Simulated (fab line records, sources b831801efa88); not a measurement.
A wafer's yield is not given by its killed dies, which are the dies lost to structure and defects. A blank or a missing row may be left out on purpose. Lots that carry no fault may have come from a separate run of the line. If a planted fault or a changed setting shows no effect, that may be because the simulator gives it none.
Which tool is to blame? | flow sky130 | 15 lots, 45 wafers sampled, at 2 steps of a route of 708

## WHAT THE GAUGES SHOWED, per wafer
SKY_FIELD_ISO_BOW_MEAS_00.
lot  | measured    | on            | INCOMING_BOW (um)
L844 | day 1 15:02 | film-metro-02 | 7 2 0
L845 | day 1 20:00 | film-metro-03 | -10 0 4
L846 | day 2 01:00 | film-metro-02 | 0 -8 -7
L847 | day 2 06:00 | film-metro-02 | 1 -6 0
L848 | day 2 11:00 | film-metro-01 | 15 5 -9
L849 | day 2 16:00 | film-metro-01 | 11 6 -11
L850 | day 2 21:01 | film-metro-02 | 2 0 1
L851 | day 3 02:00 | film-metro-02 | -9 -5 -8
L852 | day 3 07:00 | film-metro-02 | 0 3 1
L854 | day 3 17:04 | film-metro-02 | -7 -3 5
L862 | day 5 09:03 | film-metro-01 | 11 -7 -1
L863 | day 5 14:01 | film-metro-03 | -7 -3 0
L864 | day 5 19:00 | film-metro-01 | -4 3 6
L865 | day 6 00:02 | film-metro-02 | 4 -3 -1
L866 | day 6 05:04 | film-metro-03 | -7 -5 -4

SKY_DNWELL_TW_MEAS_09.
lot  | measured    | on            | DNWELL_TW
L844 | day 3 07:55 | film-metro-02 | 1115 1106 1107
L845 | day 3 13:29 | film-metro-04 | 1125 1122 1120
L846 | day 4 01:05 | film-metro-02 | 1103 1106 1112
L847 | day 4 10:31 | film-metro-04 | 1124 1121 1132
L848 | day 4 12:46 | film-metro-01 | 1121 1117 1113
L849 | day 4 15:53 | film-metro-02 | 1110 1114 1116
L850 | day 4 19:52 | film-metro-01 | 1126 1121 1127
L851 | day 5 02:46 | film-metro-04 | 1112 1117 1111
L852 | day 5 09:58 | film-metro-02 | 1109 1102 1103
L854 | day 5 13:44 | film-metro-02 | 1110 1104 1112
L862 | day 7 10:49 | film-metro-01 | 1105 1119 1114
L863 | day 7 21:21 | film-metro-04 | 1131 1129 1130
L864 | day 8 02:26 | film-metro-02 | 1114 1110 1114
L865 | day 8 06:52 | film-metro-02 | 1111 1113 1117
L866 | day 8 10:17 | film-metro-04 | 1132 1126 1124

## WHICH TOOL RAN EACH LOT (tool, then ch and the chambers of the sampled wafers, then the start)
The record holds no process step before these readings.

## AS READ BY THE TOOLS THEMSELVES (means over the sampled wafers that have a number; for cases with no such wafer, the mark the record gives instead)
The record holds no such reading with a usual standard deviation.

## THE ANSWER, worked out from the rows above alone
Rule: the lots themselves supply what counts as usual. Put in order of their means at a reading, lots are off if they are a third of the lots or fewer, leave a main group of 4 or more, and stand apart from it by a gap of 3 or more times the standard deviation of the main group's means; of several such gaps the widest counts. If all means in a main group match to the digits the tables above print for the reading, that group is not used. A lot without any number at a reading at which 4 lots or more have one is off too. Any other lot the step has rows for is counted as sound. After the gauges, taken in route order, come the tools' own readings; for these a lot's mean is taken, as printed above. At the first step where some lot is off, the reading lying furthest off is the one used; lots without a number count as furthest.
None of the lots is off at any reading shown; this tells nothing.

## WHAT WAS PUT IN BY THE SIMULATOR
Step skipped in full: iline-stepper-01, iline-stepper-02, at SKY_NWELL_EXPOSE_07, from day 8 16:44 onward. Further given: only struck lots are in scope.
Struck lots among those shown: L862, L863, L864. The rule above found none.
